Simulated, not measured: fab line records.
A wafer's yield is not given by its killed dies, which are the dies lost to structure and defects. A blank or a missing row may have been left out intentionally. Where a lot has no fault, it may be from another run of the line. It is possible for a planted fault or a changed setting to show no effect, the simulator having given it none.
What tool caused it? ; flow gf180mcu ; 13 lots, 39 wafers sampled, at 4 steps of a route of 602

## WHAT EACH GAUGE READ, for each wafer
GF_TOP_METAL_THK_MEAS_06: measures by xrf. Usual: TOP_METAL_ALCU_THK gives 898 nm (standard deviation 13).
lot;measured;on;TOP_METAL_ALCU_THK (nm);flag
L676;day 27 07:58;film_metro-04;871 895 883;
L677;day 27 13:08;film_metro-02;890 901 901;
L679;day 28 10:32;film_metro-04;889 891 891;
L680;day 28 15:25;film_metro-04;903 903 907;
L681;day 28 21:41;film_metro-03;888 905 914;
L682;day 29 04:00;film_metro-04;884 910 909;
L684;day 29 20:26;film_metro-02;879 912 900;
L686;day 30 09:48;film_metro-04;910 906 893;
L689;day 31 02:56;film_metro-02;905 913 911;
L693;day 32 09:17;film_metro-02;910 911 914;
L694;day 32 11:01;film_metro-04;910 908 896;
L695;day 32 16:45;film_metro-02;891 884 889;
L697;day 33 01:46;film_metro-03;877 899 900;

GF_PASSIVATION_THK_MEAS_03. Usual: PASSIVATION_CVD_02_THK gives 704 nm (standard deviation 10).
lot;measured;on;PASSIVATION_CVD_02_THK (nm);flag
L676;day 28 05:10;film_metro-04;699 713 708;
L677;day 28 09:50;film_metro-03;685 699 703;
L679;day 29 06:47;film_metro-04;705 716 718;
L680;day 29 11:35;film_metro-04;699 699 706;
L681;day 29 18:10;film_metro-03;712 703 717;
L682;day 29 23:46;film_metro-04;709 716 725;
L684;day 30 16:00;film_metro-04;702 703 718;
L686;day 31 04:27;film_metro-03;686 703 699;
L689;day 31 21:29;film_metro-04;703 718 709;
L693;day 33 02:25;film_metro-03;685 720 696;
L694;day 33 04:24;film_metro-03;717 722 722;
L695;day 33 08:55;film_metro-03;695 696 715;
L697;day 33 19:05;film_metro-03;692 711 714;

## WHICH TOOL RAN EACH LOT (tool, then ch and the chambers of the sampled wafers, then the start)
lot;GF_M1_STRIP_17;GF_TOP_METAL_SPUTTER_02
L676;plasma_asher-02 ch 0,1, day 17 04:59;pvd_sputter-03, day 27 07:44
L677;plasma_asher-02 ch 0,1, day 17 08:53;pvd_sputter-03, day 27 12:55
L679;plasma_asher-01 ch 0,1, day 18 11:23;pvd_sputter-03, day 28 10:19
L680;plasma_asher-02 ch 0,1, day 18 17:38;pvd_sputter-04, day 28 15:13
L681;plasma_asher-01 ch 0,1, day 19 01:46;pvd_sputter-04, day 28 21:26
L682;plasma_asher-03 ch 0,1, day 19 07:40;pvd_sputter-02, day 29 03:46
L684;plasma_asher-01 ch 1, day 20 05:23;pvd_sputter-04, day 29 20:14
L686;plasma_asher-02 ch 0,1, day 20 23:34;pvd_sputter-03, day 30 09:35
L689;plasma_asher-03 ch 0,1, day 21 20:41;pvd_sputter-03, day 31 02:42
L693;plasma_asher-03 ch 0,1, day 23 11:55;pvd_sputter-02, day 32 09:03
L694;plasma_asher-01 ch 0,1, day 23 16:34;pvd_sputter-02, day 32 10:47
L695;plasma_asher-03 ch 1, day 23 23:59;pvd_sputter-03, day 32 16:32
L697;plasma_asher-03 ch 0,1, day 24 09:28;pvd_sputter-03, day 33 01:32
- GF_M1_STRIP_17: strips in O2/N2.
- GF_TOP_METAL_SPUTTER_02: material AlCu, target thk 900 nm, time 47.82 s.

## AS READ BY THE TOOLS THEMSELVES (means over the sampled wafers that have a number; for cases with no such wafer, the mark the record gives instead)
GF_M1_STRIP_17. Usual: drypump_motor_current_A 5.9 A, standard deviation 0.57; heater_power_w 327 W, standard deviation 27; n2_flow_sccm 300.0 sccm, standard deviation 0.86; oes_product_au 0.559 a.u., standard deviation 0.0049; strip_time_to_endpoint_s 7.91 s, standard deviation 0.047.
lot;tool;drypump_motor_current_A (A);heater_power_w (W);n2_flow_sccm (sccm);oes_product_au (a.u.);strip_time_to_endpoint_s (s);flag
L676;plasma_asher-02;6.1;343;300.4;0.555;7.89;
L677;plasma_asher-02;6.0;342;299.6;0.560;7.87;
L679;plasma_asher-01;6.1;290;300.6;0.556;7.88;
L680;plasma_asher-02;6.0;343;300.5;0.565;7.94;
L681;plasma_asher-01;6.1;294;300.8;0.556;7.87;
L682;plasma_asher-03;5.4;356;300.0;0.563;7.96;
L684;plasma_asher-01;6.3;284;299.9;0.558;7.90;
L686;plasma_asher-02;6.1;337;300.7;0.560;7.94;
L689;plasma_asher-03;5.9;327;299.6;0.559;7.88;
L693;plasma_asher-03;5.4;347;300.2;0.561;7.91;
L694;plasma_asher-01;6.0;294;299.3;0.560;7.92;
L695;plasma_asher-03;6.5;303;300.7;0.567;7.97;
L697;plasma_asher-03;5.4;345;300.2;0.560;7.89;

GF_TOP_METAL_SPUTTER_02. Usual: throttle_valve_pct 30.4 %, standard deviation 1.1.
lot;tool;throttle_valve_pct (%);flag
L676;pvd_sputter-03;29.9;
L677;pvd_sputter-03;29.6;
L679;pvd_sputter-03;30.0;
L680;pvd_sputter-04;29.7;
L681;pvd_sputter-04;30.3;
L682;pvd_sputter-02;31.5;
L684;pvd_sputter-04;30.3;
L686;pvd_sputter-03;30.7;
L689;pvd_sputter-03;29.1;
L693;pvd_sputter-02;31.9;
L694;pvd_sputter-02;31.1;
L695;pvd_sputter-03;29.2;
L697;pvd_sputter-03;30.2;

## THE ANSWER, worked out from the rows above alone
Rule: a lot counts as off when the mean over its wafers that have a number is more than 3 standard deviations away from the usual mean. A lot without any number at a reading at which 4 lots or more have one is off too. Any other lot the step has rows for is counted as sound. First the gauges in route order, then the tools' own readings, where a lot's mean is used as printed above. At the first step where some lot is off, the reading lying furthest off is the one used; lots without a number count as furthest.
Across all readings shown, no lot is off: no conclusion can be drawn from this.

## WHAT WAS PUT IN BY THE SIMULATOR
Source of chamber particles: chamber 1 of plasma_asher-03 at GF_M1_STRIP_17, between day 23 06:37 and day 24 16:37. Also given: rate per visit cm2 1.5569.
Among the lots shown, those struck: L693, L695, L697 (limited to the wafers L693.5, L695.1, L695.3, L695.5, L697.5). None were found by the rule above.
